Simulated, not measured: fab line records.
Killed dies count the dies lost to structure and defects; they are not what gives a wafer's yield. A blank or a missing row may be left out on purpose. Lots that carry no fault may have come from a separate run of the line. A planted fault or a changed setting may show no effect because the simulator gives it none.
Which tool was responsible? -- flow gf180mcu -- 14 lots, 42 wafers sampled, at 3 steps of a route of 602

WHAT EACH GAUGE READ, for each wafer
GF_V1_THK_MEAS_03.
lot,measured,on,V1_CVD_02_THK (nm)
L878,day 16 20:59,film-metro-01,832 818 834
L880,day 17 13:47,film-metro-02,827 841 830
L881,day 17 20:07,film-metro-01,846 857 849
L882,day 18 06:26,film-metro-01,844 842 857
L883,day 18 13:34,film-metro-03,847 848 859
L884,day 18 20:32,film-metro-03,847 866 870
L888,day 20 13:38,film-metro-03,843 865 867
L889,day 20 20:09,film-metro-02,847 852 851
L890,day 21 05:07,film-metro-01,837 843 842
L892,day 22 00:50,film-metro-01,833 836 849
L894,day 22 22:15,film-metro-03,863 842 861
L899,day 24 11:17,film-metro-01,837 851 844
L900,day 24 12:05,film-metro-02,847 852 860
L901,day 25 00:17,film-metro-03,862 869 876

GF_V1_BOW_MEAS_05.
lot,measured,on,V1_BOW (um)
L878,day 16 21:21,film-metro-01,82 74 76
L880,day 17 14:09,film-metro-02,86 74 74
L881,day 17 20:30,film-metro-02,82 85 83
L882,day 18 06:53,film-metro-02,81 75 61
L883,day 18 13:56,film-metro-03,83 76 82
L884,day 18 20:56,film-metro-01,72 82 82
L888,day 20 14:01,film-metro-01,86 83 86
L889,day 20 20:38,film-metro-02,71 78 85
L890,day 21 05:29,film-metro-03,76 102 90
L892,day 22 01:13,film-metro-01,88 79 76
L894,day 22 22:37,film-metro-03,82 72 80
L899,day 24 11:39,film-metro-03,87 77 75
L900,day 24 12:26,film-metro-01,76 98 97
L901,day 25 00:44,film-metro-02,84 79 80

GF_V1_CD_MEAS_14: target cd 260 nm.
lot,measured,on,cd-nm (nm)
L878,day 17 20:40,cd-sem-02,259.0 258.2 258.4
L880,day 18 13:52,cd-sem-01,259.4 260.6 260.6
L881,day 18 20:49,cd-sem-02,259.5 259.4 259.2
L882,day 19 08:07,cd-sem-02,259.4 259.3 257.5
L883,day 19 14:31,cd-sem-02,259.6 259.5 260.0
L884,day 19 21:53,cd-sem-02,259.0 259.1 258.8
L888,day 21 14:49,cd-sem-02,260.1 260.2 260.4
L889,day 21 21:19,cd-sem-02,260.4 260.3 260.7
L890,day 22 05:12,cd-sem-02,260.3 259.8 259.7
L892,day 23 00:06,cd-sem-02,262.3 261.5 261.0
L894,day 23 21:11,cd-sem-01,260.2 259.6 260.5
L899,day 25 08:47,cd-sem-01,259.7 259.3 259.1
L900,day 25 09:38,cd-sem-01,260.4 260.3 260.2
L901,day 25 21:49,cd-sem-02,260.0 260.6 260.5

WHAT TOOL EACH LOT RAN ON (gives the tool, then ch and the chambers of the sampled wafers, and finally the start)
The record shows no process step preceding these readings.

WHAT THE TOOLS THEMSELVES READ (means of the sampled wafers that have a number; where no wafer has one, the mark that the record gives instead)
The record holds no such reading with a usual standard deviation.

THE ANSWER, worked out from the rows above alone
Rule: usual is defined by the lots themselves. Put in order of their means at a reading, lots are off if they are a third of the lots or fewer, leave a main group of 4 or more, and stand apart from it by a gap of 3 or more times the standard deviation of the main group's means; of several such gaps the widest counts. If all means in a main group match to the digits the tables above print for the reading, that group is not used. A lot without any number at a reading at which 4 lots or more have one is off too. Where the step has rows for the other lots, those lots are counted as sound. First the gauges in route order, then the tools' own readings, where a lot's mean is used as printed above. The first step at which some lot is off is used, and at that step the reading that is off furthest; a lot without a number counts as furthest.
No lot is off on any of the readings shown, so nothing can be concluded from this.

WHAT WAS PUT IN BY THE SIMULATOR
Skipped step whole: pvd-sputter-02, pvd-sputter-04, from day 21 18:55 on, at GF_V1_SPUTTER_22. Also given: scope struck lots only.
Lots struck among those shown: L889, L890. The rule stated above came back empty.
